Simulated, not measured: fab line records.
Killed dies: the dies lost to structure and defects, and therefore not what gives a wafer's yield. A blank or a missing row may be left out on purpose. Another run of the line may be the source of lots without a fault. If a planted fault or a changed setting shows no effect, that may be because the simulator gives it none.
Comparing a struck lot with a sound one | flow gf180mcu | 21 out of 602 route steps
Sound: wafers L994.1, L994.3, L994.4. Struck: wafer L100.4. (L100.2, L100.3 of the same lot were not struck and are left out.) The cause comes at the end.
For every step that has rows: the tool of each side, followed by ch and its chambers, followed by its first start. Under that, the readings that differ: sound wafers | struck wafers | difference of the means | sigmas: that difference in standard deviations of wafers without a fault.
alike: words and numbers the same on both sides, and readings whose means are apart by under 2 such deviations; not compared: readings that were withheld, readings missing a value for some wafer, numbers with overlapping values and no deviation given by the record, and bounds like >300 which may hide the same value.
Wherever a step has rows on one side only, a row that says differs or no value, or a row with sigmas, the two part there. Non-overlapping numbers with no deviation appear without sigmas and do not part them. Lack of a reading on every wafer of one side parts them only where that side has two or more wafers.

first, 4 steps without rows for these wafers: GF_MIM_SOFTBAKE_15 (time 60 s); GF_MIM_EXPOSE_16 (exposes mask FuseTop, target cd 2000 nm); GF_MIM_PEB_17; GF_MIM_DEVELOP_18 (develop time 60 s).
GF_MIM_METAL_ETCH_19: etches the open film in Cl2/BCl3, stops on Si3N4, target depth 324.5 nm, time 54.1 s.
  sound on rie-metal-01 ch 1, day 27 02:10; struck on rie-metal-02 ch 0, day 29 02:14
  alike: drypump-motor-current-A, oes-product-au, rf-fwd-power-W, throttle-valve-pct
  not compared: rf-hours-counter-h
GF_MIM_STRIP_20: strips in O2/N2.
  sound on plasma-asher-04 ch 0,1, day 27 02:19; struck on plasma-asher-04 ch 1, day 29 02:19
  alike: drypump-motor-current-A, heater-power-w, o2-flow-sccm, oes-product-au, strip-time-to-endpoint-s
  not compared: rf-hours-counter-h
then, 6 steps without rows for these wafers: GF_MIM_STRIP_21 (strips in post etch residue remover, time 1200 s); GF_MIM_CLEAN_22 (cleans in DIW); GF_M5_DEHYDRATE_00 (time 60 s); GF_M5_HMDS_01 (prime time 60 s); GF_M5_COAT_02 (resist thk 1000 nm); GF_M5_SOFTBAKE_03 (time 60 s).
GF_M5_EXPOSE_04: exposes mask Metal5, target cd 280 nm.
  sound on krf-scanner-01 ch 0, day 27 13:09; struck on krf-scanner-01 ch 0, day 29 11:46
  alike: mask, focus-offset-nm, stage-vel-mm-s
then, 2 steps without rows for these wafers: GF_M5_PEB_05 (peb time 90 s); GF_M5_DEVELOP_06 (develop time 60 s).
GF_M5_CD_MEAS_07 targets a cd of 280 nm.
  sound on cd-sem-02 at day 27 22:42; struck on cd-sem-01 at day 29 20:59
  reading    | sound             | struck | difference | sigmas
  cd-nm (nm) | 280.1 280.1 281.0 | 241.4  | -39.0      | -33
GF_M5_OVL_MEAS_08:
  sound on overlay-01 at day 27 22:49; struck on overlay-02 at day 29 21:06
  alike: M5_OVL
GF_M5_ETCH_09: etches Si3N4 in CF4/O2, target depth 52 nm, time 11.6 s.
  sound on rie-diel-03 ch 0,2,3, day 27 22:52; struck on rie-diel-04 ch 0, day 29 21:08
  reading             | sound             | struck | difference | sigmas
  model.M5.cd-nm (nm) | 280.2 279.7 280.5 | 241.5  | -38.6      |
  alike: drypump-motor-current-A, oes-product-au, rf-fwd-power-W, throttle-valve-pct
  not compared: rf-hours-counter-h
GF_M5_METAL_ETCH_10: etches the open film in Cl2/BCl3, stops on SiO2, target depth 627.5 nm, time 104.6 s.
  sound on rie-metal-02 ch 0,1, day 27 22:53; struck on rie-metal-01 ch 1, day 29 21:09
  reading             | sound             | struck | difference | sigmas
  model.M5.cd-nm (nm) | 286.3 281.9 286.9 | 240.5  | -44.5      |
  alike: drypump-motor-current-A, oes-product-au, rf-fwd-power-W, throttle-valve-pct
  not compared: rf-hours-counter-h
GF_M5_STRIP_11: strips in O2/N2.
  sound on plasma-asher-04 ch 0,1, day 27 23:00; struck on plasma-asher-02 ch 0, day 29 21:16
  alike: drypump-motor-current-A, heater-power-w, o2-flow-sccm, oes-product-au, strip-time-to-endpoint-s
  not compared: rf-hours-counter-h
-- the record jumps here: 2 days lie between the struck wafers' starts before and after (it left off in module M5 and takes up again in module PASSIVATION, whose first step shown is number 602 of the route) --
GF_PASSIVATION_PROBE_99:
  sound on prober-01 at day 30 13:43; struck on prober-01 at day 32 08:04
  reading                        | sound                | struck | difference | sigmas
  model.etest.met5.width-nm (nm) | 285.2 280.6 288.5    | 243.3  | -41.5      |
  model.etest.met5.line-ohm-um   | 0.2576 0.2524 0.2452 | 0.3039 | +0.0522    |

WHERE THEY PART
GF_M5_CD_MEAS_07 only, going by this record. Later steps at which nothing parts them and some readings are alike: GF_M5_OVL_MEAS_08, GF_M5_ETCH_09, GF_M5_METAL_ETCH_10, GF_M5_STRIP_11.

WHY: whatever the simulator had introduced
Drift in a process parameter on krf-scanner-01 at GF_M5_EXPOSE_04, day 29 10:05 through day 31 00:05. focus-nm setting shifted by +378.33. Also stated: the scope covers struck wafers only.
